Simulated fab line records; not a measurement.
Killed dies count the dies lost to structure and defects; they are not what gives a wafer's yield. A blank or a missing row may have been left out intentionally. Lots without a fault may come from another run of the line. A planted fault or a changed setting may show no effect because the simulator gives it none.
fab line records	flow gf180mcu
[record] lots = 13	wafers = 38	last_day = 34
route steps=602 shown V2@396 M3@418
lots with no fault: from the same line, run without faults
start_h: hours from the record's opening day to when the first of the lot's shown wafers began	wait_h: how many hours have passed since the lot's step before this one	" unchanged from the row above	L1.1+2: a row that stands for several wafers	- either no value or no given start	* or withheld: withheld	< > ~ a bound
route shown NAME@n: a module of which the file shows steps, and the number in the route of the first	usual: mean/standard deviation of fault-free wafers	same: alike in all rows	chamber/n: place in a boat	sites: readings site by site	_std_site: standard deviation of those values	_edge_site: the outer-site mean with the inner-site mean subtracted	radius_mm: for every site, how far away it sits from the centre of the wafer	mask NAME#n: copy n	behind: the tool/chamber that last shaped the wafer	hold: reason for holding the lot/hours on hold/outcome of the hold	device: transistor that didn't switch, given as n, p or np	end of line: the tests these same wafers got at the end of their route	step lacking rows: just its recipe	killed: count of dies lost to structure and defects at first sort (not the wafer's yield)	map: a wafer's dies, x killed, . not, _ none there
set.NAME: the setting the step ran with; set.NAME@STEP: the setting that earlier step ran with	model.NAME: the simulator's own value behind a step, which no gauge read
a sample of lots followed through the steps of the route, with each step as a table and each wafer as a row
services: the hour from which a tool's chamber was out of use, counted from the record's first day as start_h (under 0 if before that day), plus the number of hours and why
[[steps]]
[step GF_V2_CD_MEAS_14]
[recipe] target_cd_nm = 260
[usual] cd_nm = 259.8/1.3
lot.wafer	tool	chamber	start_h	wait_h	cd_nm
L892.1	cd_sem-01	-	461.88	0.1	262.1
L892.3	"	-	"	"	261.7
L892.6	"	-	"	"	261.8
L893.2	cd_sem-01	-	469.34	0.1	260.2
L893.4	"	-	"	"	260.1
L893.5	"	-	"	"	259.7
L894.1	cd_sem-01	-	485.16	0.1	261.1
L894.3	"	-	"	"	260.9
L894.5	"	-	"	"	259.7
L895.2	cd_sem-01	-	486.69	0.1	259.1
L895.4	"	-	"	"	259.5
L895.5	"	-	"	"	259.2
L901.3	cd_sem-02	-	545.95	0.1	259.9
L901.4	"	-	"	"	261.0
L901.6	"	-	"	"	260.4
L902.2	cd_sem-02	-	552.18	0.1	260.2
L902.5	"	-	"	"	261.1
L905.1	cd_sem-01	-	574.36	0.1	261.0
L905.2	"	-	"	"	261.4
L905.3	"	-	"	"	261.5
L908.1	cd_sem-02	-	597.77	0.1	260.5
L908.2	"	-	"	"	259.5
L908.3	"	-	"	"	260.1
L911.1	cd_sem-02	-	617.95	0.1	259.0
L911.3	"	-	"	"	258.8
L911.4	"	-	"	"	260.2
L912.1	cd_sem-01	-	621.00	0.1	258.5
L912.5	"	-	"	"	258.2
L912.6	"	-	"	"	259.1
L913.1	cd_sem-01	-	636.63	0.1	259.6
L913.3	"	-	"	"	259.4
L913.6	"	-	"	"	259.2
L914.3	cd_sem-02	-	637.62	0.1	260.5
L914.4	"	-	"	"	260.8
L914.6	"	-	"	"	260.0
L915.1	cd_sem-02	-	659.15	0.1	261.5
L915.2	"	-	"	"	262.1
L915.6	"	-	"	"	261.0
[step GF_V2_RS_MEAS_24]
[recipe] thk_meas_gauge = four-point-probe	reads = W_of_V2_CVD_23+TiN_of_V2_SPUTTER_22+Ti_of_V2_SPUTTER_21
[usual] V2_W_RS = 0.3291/0.0026
lot.wafer	tool	chamber	start_h	wait_h	V2_W_RS[ohm/sq]
L892.1	film_metro-03	-	462.95	0.1	0.3267
L892.3	"	-	"	"	0.3286
L892.6	"	-	"	"	0.3276
L893.2	film_metro-03	-	470.38	0.1	0.3315
L893.4	"	-	"	"	0.3305
L893.5	"	-	"	"	0.3258
L894.1	film_metro-03	-	486.19	0.1	0.3314
L894.3	"	-	"	"	0.3221
L894.5	"	-	"	"	0.3270
L895.2	film_metro-01	-	487.73	0.1	0.3282
L895.4	"	-	"	"	0.3311
L895.5	"	-	"	"	0.3309
L901.3	film_metro-03	-	546.98	0.1	0.3260
L901.4	"	-	"	"	0.3288
L901.6	"	-	"	"	0.3306
L902.2	film_metro-01	-	553.21	0.1	0.3289
L902.5	"	-	"	"	0.3338
L905.1	film_metro-02	-	575.42	0.1	0.3331
L905.2	"	-	"	"	0.3303
L905.3	"	-	"	"	0.3292
L908.1	film_metro-01	-	598.86	0.1	0.3303
L908.2	"	-	"	"	0.3249
L908.3	"	-	"	"	0.3254
L911.1	film_metro-02	-	619.06	0.1	0.3276
L911.3	"	-	"	"	0.3298
L911.4	"	-	"	"	0.3287
L912.1	film_metro-01	-	622.04	0.1	0.3291
L912.5	"	-	"	"	0.3279
L912.6	"	-	"	"	0.3299
L913.1	film_metro-02	-	637.67	0.1	0.3282
L913.3	"	-	"	"	0.3289
L913.6	"	-	"	"	0.3316
L914.3	film_metro-01	-	638.66	0.1	0.3316
L914.4	"	-	"	"	0.3246
L914.6	"	-	"	"	0.3304
L915.1	film_metro-01	-	660.22	0.1	0.3310
L915.2	"	-	"	"	0.3311
L915.6	"	-	"	"	0.3318
[step GF_V2_THK_MEAS_25]
[recipe] thk_meas_gauge = xrf	reads = W_of_V2_CVD_23
[usual] V2_W_THK = 345/4.4
lot.wafer	tool	chamber	start_h	wait_h	V2_W_THK[nm]
L892.1	film_metro-03	-	463.07	0.1	343
L892.3	"	-	"	"	342
L892.6	"	-	"	"	344
L893.2	film_metro-03	-	470.49	0.1	341
L893.4	"	-	"	"	341
L893.5	"	-	"	"	347
L894.1	film_metro-03	-	486.31	0.1	342
L894.3	"	-	"	"	351
L894.5	"	-	"	"	344
L895.2	film_metro-01	-	487.84	0.1	348
L895.4	"	-	"	"	347
L895.5	"	-	"	"	345
L901.3	film_metro-03	-	547.08	0.1	342
L901.4	"	-	"	"	339
L901.6	"	-	"	"	337
L902.2	film_metro-01	-	553.32	0.1	349
L902.5	"	-	"	"	346
L905.1	film_metro-02	-	575.54	0.1	342
L905.2	"	-	"	"	342
L905.3	"	-	"	"	344
L908.1	film_metro-01	-	598.98	0.1	350
L908.2	"	-	"	"	355
L908.3	"	-	"	"	353
L911.1	film_metro-02	-	619.18	0.1	342
L911.3	"	-	"	"	339
L911.4	"	-	"	"	341
L912.1	film_metro-01	-	622.16	0.1	345
L912.5	"	-	"	"	346
L912.6	"	-	"	"	343
L913.1	film_metro-02	-	637.79	0.1	344
L913.3	"	-	"	"	341
L913.6	"	-	"	"	339
L914.3	film_metro-01	-	638.76	0.1	342
L914.4	"	-	"	"	348
L914.6	"	-	"	"	342
L915.1	film_metro-01	-	660.34	0.1	345
L915.2	"	-	"	"	345
L915.6	"	-	"	"	345
[step GF_M3_COAT_09]
[recipe] resist = KrF	spin_rpm = withheld	resist_thk_nm = 1000
lot.wafer	tool	chamber	start_h	wait_h
L892.1+3+6	litho_track-03	0	475.72	0.1
L893.2+4+5	litho_track-01	0	482.76	0.1
L894.1+3+5	litho_track-01	0	498.68	0.1
L895.2+4+5	litho_track-04	0	499.84	0.1
L901.3+4+6	litho_track-01	0	558.93	0.1
L902.2+5	litho_track-04	0	563.79	0.1
L905.1+2+3	litho_track-03	0	587.82	0.1
L908.1+2+3	litho_track-01	0	610.53	0.1
L911.1+3+4	litho_track-03	0	629.97	0.1
L912.1+5+6	litho_track-01	0	633.78	0.1
L913.1+3+6	litho_track-04	0	647.57	0.1
L914.3+4+6	litho_track-04	0	648.82	0.1
L915.1+2+6	litho_track-01	0	669.48	0.1
[step GF_M3_STRIP_17]
[recipe] chemistry = O2/N2	power_w = 1400	pressure_mtorr = 1500	platen_temp_c = 250	o2_flow_sccm = 3000	n2_flow_sccm = 300	overash_fraction = 0.5
[usual] drypump_motor_current_A = 5.6/0.42	heater_power_w = 371/38	oes_product_au = 0.537/0.0049	strip_time_to_endpoint_s = 7.36/0.042
lot.wafer	tool	chamber	start_h	wait_h	drypump_motor_current_A	heater_power_w	oes_product_au	rf_hours_counter_h	strip_time_to_endpoint_s
L892.1	plasma_asher-01	0	487.91	0.1	5.9	348	0.531	6	7.26
L892.3	"	1	"	"	6.2	367	0.539	-	7.30
L892.6	"	1	"	"	6.2	361	0.528	-	7.30
L893.2	plasma_asher-01	0	495.83	0.2	6.0	341	0.538	7	7.33
L893.4	"	0	"	"	5.9	343	0.537	-	7.35
L893.5	"	0	"	"	6.0	349	0.542	-	7.39
L894.1	plasma_asher-03	1	510.61	0.1	5.0	436	0.544	38	7.43
L894.3	"	1	"	"	5.0	438	0.535	-	7.28
L894.5	"	0	"	"	5.7	383	0.539	-	7.28
L895.2	plasma_asher-04	0	512.26	0.1	5.7	334	0.531	88	7.41
L895.4	"	0	"	"	5.7	331	0.531	-	7.33
L895.5	"	1	"	"	5.1	343	0.538	-	7.34
L901.3	plasma_asher-04	1	570.29	0.1	5.1	351	0.539	-	7.31
L901.4	"	0	"	"	5.7	326	0.534	-	7.39
L901.6	"	0	"	"	5.7	330	0.529	-	7.28
L902.2	plasma_asher-01	0	574.64	0.2	5.9	345	0.537	16	7.34
L902.5	"	1	"	"	6.2	351	0.569	-	8.26
L905.1	plasma_asher-03	1	597.71	0.1	5.0	436	0.543	48	7.36
L905.2	"	0	"	"	5.7	385	0.534	48	7.33
L905.3	"	0	"	"	5.7	370	0.541	-	7.40
L908.1	plasma_asher-04	0	620.57	0.1	5.7	337	0.534	98	7.31
L908.2	"	1	"	"	5.1	337	0.536	98	7.40
L908.3	"	1	"	"	5.1	339	0.542	-	7.36
L911.1	plasma_asher-01	0	640.42	0.1	5.9	344	0.539	24	7.37
L911.3	"	1	"	"	6.2	359	0.537	-	7.32
L911.4	"	0	"	"	5.9	340	0.530	-	7.39
L912.1	plasma_asher-03	0	643.26	0.1	5.7	374	0.539	53	7.37
L912.5	"	1	"	"	5.1	444	0.534	-	7.43
L912.6	"	0	"	"	5.7	386	0.532	-	7.35
L913.1	plasma_asher-03	1	658.95	0.1	5.0	448	0.529	54	7.40
L913.3	"	0	"	"	5.7	386	0.543	-	7.40
L913.6	"	0	"	"	5.7	380	0.534	-	7.37
L914.3	plasma_asher-03	0	659.81	0.2	5.7	382	0.535	-	7.35
L914.4	"	1	"	"	5.1	439	0.533	-	7.31
L914.6	"	1	"	"	5.1	432	0.533	-	7.32
L915.1	plasma_asher-04	1	680.12	0.1	5.1	349	0.537	104	7.41
L915.2	"	0	"	"	5.7	331	0.535	104	7.32
L915.6	"	1	"	"	5.1	337	0.532	-	7.40
[[services]]
tool	chamber	start_h	hours	kind
plasma_asher-01	-	534.04	2.5	repair
plasma_asher-01	-	563.37	1.7	repair
plasma_asher-04	-	608.18	10.0	pm
plasma_asher-01	-	671.19	3.8	repair
[[key]]
[first_sign] step = GF_M3_STRIP_17	reading = strip_time_to_endpoint_s	direction = up	sigmas = 21	usual = *	struck = *
[effect] step = GF_M3_STRIP_17	reading = oes_product_au	direction = up	sigmas = 6.6	usual = 0.537	struck = 0.569
met_at GF_M3_COAT_09
struck_lots L902
struck_wafers L902.5
not_acting_at GF_V2_CD_MEAS_14,GF_V2_RS_MEAS_24,GF_V2_THK_MEAS_25
onset_between 499.84 563.79
[fault] kind = process_parameter_drift	tool = litho_track-04	chamber = -	onset_h = 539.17	steps = GF_M3_COAT_09	channel = resist_thk_nm	offset = *	shape = step	end_h = 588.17	scope = struck_wafers_only	acts_in = *	stated = *
